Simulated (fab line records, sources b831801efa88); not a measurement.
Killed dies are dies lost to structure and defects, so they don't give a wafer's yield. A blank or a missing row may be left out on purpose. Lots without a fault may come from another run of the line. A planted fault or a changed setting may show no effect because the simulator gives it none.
Which tool did it? | flow sky130 | 24 lots, 72 wafers sampled, at 5 steps of a route of 708

WHAT THE GAUGES READ, wafer by wafer
SKY_SD_N_RS_MEAS_18: measures by four-point-probe.
lot  | measured     | on            | RES_XHIGH_RS (ohm/sq)
L075 | day 28 11:04 | film_metro-03 | 334.8 334.5 334.2
L074 | day 28 14:09 | film_metro-02 | 334.2 333.1 333.2
L076 | day 28 19:01 | film_metro-03 | 333.7 334.2 332.5
L077 | day 28 19:56 | film_metro-03 | 333.3 332.6 332.5
L078 | day 29 02:25 | film_metro-02 | 334.9 334.7 333.5
L079 | day 29 15:35 | film_metro-01 | 331.6 333.2 333.4
L080 | day 30 04:05 | film_metro-02 | 334.2 333.5 334.8
L081 | day 30 15:29 | film_metro-01 | 335.1 333.3 334.1
L082 | day 31 04:05 | film_metro-02 | 333.3 333.3 334.3
L084 | day 31 16:37 | film_metro-01 | 332.3 333.5 332.7
L083 | day 31 22:40 | film_metro-02 | 336.5 336.5 336.1
L085 | day 32 03:40 | film_metro-02 | 335.0 334.5 334.6
L086 | day 32 09:43 | film_metro-02 | 333.4 334.8 333.3
L087 | day 32 21:21 | film_metro-02 | 334.6 334.0 334.9
L088 | day 33 02:29 | film_metro-03 | 330.9 331.7 332.3
L089 | day 33 04:12 | film_metro-02 | 333.7 332.9 333.9
L090 | day 33 15:44 | film_metro-01 | 333.9 332.9 333.3
L091 | day 33 20:58 | film_metro-03 | 332.1 332.4 331.4
L092 | day 34 02:02 | film_metro-03 | 334.4 334.3 332.6
L093 | day 34 12:10 | film_metro-03 | 333.2 332.3 331.7
L094 | day 34 14:32 | film_metro-03 | 334.8 335.6 334.6
L095 | day 34 19:18 | film_metro-01 | 333.3 333.7 332.7
L096 | day 35 09:34 | film_metro-02 | 335.7 335.2 335.4
L097 | day 35 12:41 | film_metro-02 | 334.2 333.6 334.2

SKY_VIA1_OVL_MEAS_13.
lot  | measured     | on         | VIA1_OVL (nm)
L075 | day 34 14:08 | overlay-02 | 1 3 3
L074 | day 34 16:16 | overlay-01 | 6 10 9
L076 | day 34 21:52 | overlay-02 | 3 13 5
L077 | day 34 23:05 | overlay-02 | 11 7 15
L078 | day 35 04:20 | overlay-02 | 5 9 4
L079 | day 35 14:01 | overlay-02 | 10 7 4
L080 | day 36 03:17 | overlay-01 | -10 -3 -5
L081 | day 36 13:23 | overlay-02 | 0 -2 -3
L082 | day 36 23:41 | overlay-02 | 7 9 4
L084 | day 37 11:19 | overlay-02 | 9 11 16
L083 | day 37 17:52 | overlay-02 | -3 -1 6
L085 | day 37 20:32 | overlay-02 | 9 7 4
L086 | day 38 03:02 | overlay-02 | 9 6 0
L087 | day 38 13:05 | overlay-02 | 8 7 0
L088 | day 38 18:36 | overlay-02 | 4 5 6
L089 | day 38 20:11 | overlay-02 | 12 14 8
L090 | day 39 06:28 | overlay-02 | 0 5 5
L091 | day 39 10:21 | overlay-01 | 11 -1 11
L092 | day 39 13:35 | overlay-02 | 5 -1 6
L093 | day 40 00:08 | overlay-01 | 4 8 5
L094 | day 40 01:43 | overlay-01 | 7 9 7
L095 | day 40 08:09 | overlay-01 | 7 -1 3
L096 | day 40 20:18 | overlay-02 | 4 3 1
L097 | day 41 00:26 | overlay-02 | 5 10 0

SKY_METAL2_CD_MEAS_15: target cd 140 nm.
lot  | measured     | on        | cd_nm (nm)
L075 | day 35 17:44 | cd_sem-02 | 140.8 139.3 141.6
L074 | day 35 19:48 | cd_sem-01 | 140.8 140.1 141.5
L076 | day 36 00:55 | cd_sem-02 | 137.1 138.4 137.7
L077 | day 36 02:29 | cd_sem-02 | 141.6 141.5 142.3
L078 | day 36 07:34 | cd_sem-01 | 141.5 140.0 140.2
L079 | day 36 17:22 | cd_sem-02 | 140.4 140.6 139.7
L080 | day 37 05:51 | cd_sem-02 | 138.3 138.3 138.5
L081 | day 37 16:07 | cd_sem-02 | 137.8 138.3 136.6
L082 | day 38 01:57 | cd_sem-02 | 139.5 140.5 140.4
L084 | day 38 13:59 | cd_sem-01 | 139.2 139.7 139.1
L083 | day 38 20:05 | cd_sem-01 | 140.1 139.3 139.8
L085 | day 38 23:14 | cd_sem-01 | 138.1 137.5 138.8
L086 | day 39 05:35 | cd_sem-01 | 141.7 143.7 143.6
L087 | day 39 14:02 | cd_sem-01 | 139.2 138.7 139.2
L088 | day 39 20:04 | cd_sem-02 | 138.5 137.8 139.7
L089 | day 39 21:39 | cd_sem-02 | 139.7 140.4 139.8
L090 | day 40 07:59 | cd_sem-01 | 141.8 141.0 141.8
L091 | day 40 11:41 | cd_sem-01 | 139.2 140.0 139.8
L092 | day 40 15:00 | cd_sem-01 | 138.5 139.3 138.1
L093 | day 41 01:32 | cd_sem-02 | 138.3 138.9 141.2
L094 | day 41 02:46 | cd_sem-01 | 140.4 142.0 141.6
L095 | day 41 09:23 | cd_sem-02 | 139.1 136.8 137.4
L096 | day 41 21:41 | cd_sem-02 | 140.4 140.2 141.5
L097 | day 42 01:47 | cd_sem-01 | 138.9 140.0 140.4

WHICH TOOL RAN EACH LOT (tool, then ch and the chambers of the sampled wafers, then the start)
lot  | SKY_METAL2_SPUTTER_01        | SKY_METAL2_SPUTTER_02
L075 | pvd_sputter-03, day 34 15:31 | pvd_sputter-03, day 34 15:32
L074 | pvd_sputter-04, day 34 17:37 | pvd_sputter-04, day 34 17:39
L076 | pvd_sputter-01, day 34 23:15 | pvd_sputter-01, day 34 23:17
L077 | pvd_sputter-01, day 35 00:28 | pvd_sputter-01, day 35 00:29
L078 | pvd_sputter-01, day 35 05:44 | pvd_sputter-01, day 35 05:46
L079 | pvd_sputter-04, day 35 15:25 | pvd_sputter-04, day 35 15:27
L080 | pvd_sputter-01, day 36 04:40 | pvd_sputter-01, day 36 04:41
L081 | pvd_sputter-04, day 36 14:48 | pvd_sputter-04, day 36 14:49
L082 | pvd_sputter-03, day 37 01:11 | pvd_sputter-03, day 37 01:13
L084 | pvd_sputter-03, day 37 13:08 | pvd_sputter-03, day 37 13:09
L083 | pvd_sputter-04, day 37 19:14 | pvd_sputter-04, day 37 19:16
L085 | pvd_sputter-04, day 37 21:55 | pvd_sputter-04, day 37 21:56
L086 | pvd_sputter-01, day 38 04:25 | pvd_sputter-01, day 38 04:26
L087 | pvd_sputter-04, day 38 14:31 | pvd_sputter-04, day 38 14:32
L088 | pvd_sputter-01, day 38 19:58 | pvd_sputter-01, day 38 20:00
L089 | pvd_sputter-03, day 38 21:40 | pvd_sputter-03, day 38 21:41
L090 | pvd_sputter-01, day 39 07:52 | pvd_sputter-01, day 39 07:54
L091 | pvd_sputter-04, day 39 11:46 | pvd_sputter-04, day 39 11:47
L092 | pvd_sputter-01, day 39 14:56 | pvd_sputter-01, day 39 14:58
L093 | pvd_sputter-03, day 40 01:32 | pvd_sputter-03, day 40 01:33
L094 | pvd_sputter-04, day 40 03:07 | pvd_sputter-04, day 40 03:08
L095 | pvd_sputter-01, day 40 09:31 | pvd_sputter-01, day 40 09:32
L096 | pvd_sputter-03, day 40 21:40 | pvd_sputter-03, day 40 21:42
L097 | pvd_sputter-01, day 41 01:54 | pvd_sputter-01, day 41 01:56
- SKY_METAL2_SPUTTER_01: material TiN, target thk 20 nm, time 16.7 s.
- SKY_METAL2_SPUTTER_02: material AlCu, target thk 250 nm, time 13.3 s.

WHAT THE TOOLS THEMSELVES READ (means of the sampled wafers that have a number; where no wafer has one, the mark that the record gives instead)
SKY_METAL2_SPUTTER_01.
lot  | tool           | throttle_valve_pct (%)
L075 | pvd_sputter-03 | 30.5
L074 | pvd_sputter-04 | 31.0
L076 | pvd_sputter-01 | 29.0
L077 | pvd_sputter-01 | 28.7
L078 | pvd_sputter-01 | 29.1
L079 | pvd_sputter-04 | 31.2
L080 | pvd_sputter-01 | 28.5
L081 | pvd_sputter-04 | 32.4
L082 | pvd_sputter-03 | 29.5
L084 | pvd_sputter-03 | 29.8
L083 | pvd_sputter-04 | 31.1
L085 | pvd_sputter-04 | 31.3
L086 | pvd_sputter-01 | 28.4
L087 | pvd_sputter-04 | 32.0
L088 | pvd_sputter-01 | 29.6
L089 | pvd_sputter-03 | 29.6
L090 | pvd_sputter-01 | 29.6
L091 | pvd_sputter-04 | 30.1
L092 | pvd_sputter-01 | 28.3
L093 | pvd_sputter-03 | 30.1
L094 | pvd_sputter-04 | 30.3
L095 | pvd_sputter-01 | 28.9
L096 | pvd_sputter-03 | 28.8
L097 | pvd_sputter-01 | 29.0

SKY_METAL2_SPUTTER_02.
lot  | tool           | throttle_valve_pct (%)
L075 | pvd_sputter-03 | 30.2
L074 | pvd_sputter-04 | 31.1
L076 | pvd_sputter-01 | 29.0
L077 | pvd_sputter-01 | 28.6
L078 | pvd_sputter-01 | 29.0
L079 | pvd_sputter-04 | 31.1
L080 | pvd_sputter-01 | 28.4
L081 | pvd_sputter-04 | 32.3
L082 | pvd_sputter-03 | 29.6
L084 | pvd_sputter-03 | 29.8
L083 | pvd_sputter-04 | 31.1
L085 | pvd_sputter-04 | 31.1
L086 | pvd_sputter-01 | 28.3
L087 | pvd_sputter-04 | 32.0
L088 | pvd_sputter-01 | 29.6
L089 | pvd_sputter-03 | 29.5
L090 | pvd_sputter-01 | 29.5
L091 | pvd_sputter-04 | 30.1
L092 | pvd_sputter-01 | 28.3
L093 | pvd_sputter-03 | 29.7
L094 | pvd_sputter-04 | 30.6
L095 | pvd_sputter-01 | 29.0
L096 | pvd_sputter-03 | 28.8
L097 | pvd_sputter-01 | 29.2

THE ANSWER, worked out from the rows above alone
Rule: what is usual is taken from the lots themselves. Put in order of their means at a reading, lots are off if they are a third of the lots or fewer, leave a main group of 4 or more, and stand apart from it by a gap of 3 or more times the standard deviation of the main group's means; of several such gaps the widest counts. A main group whose means are all the same, to the digits that the tables above print for the reading, isn't used. A lot without any number at a reading at which 4 lots or more have one is off too. The other lots that the step has rows for count as sound. The gauges are gone through in route order, then the tools' own readings, and for those a lot's mean is taken as printed above. The first step at which some lot is off is used, and at that step the reading that is off furthest; a lot without a number counts as furthest.
No lot is off at any reading shown: from this, nothing can be told.

WHAT THE SIMULATOR HAD PUT IN
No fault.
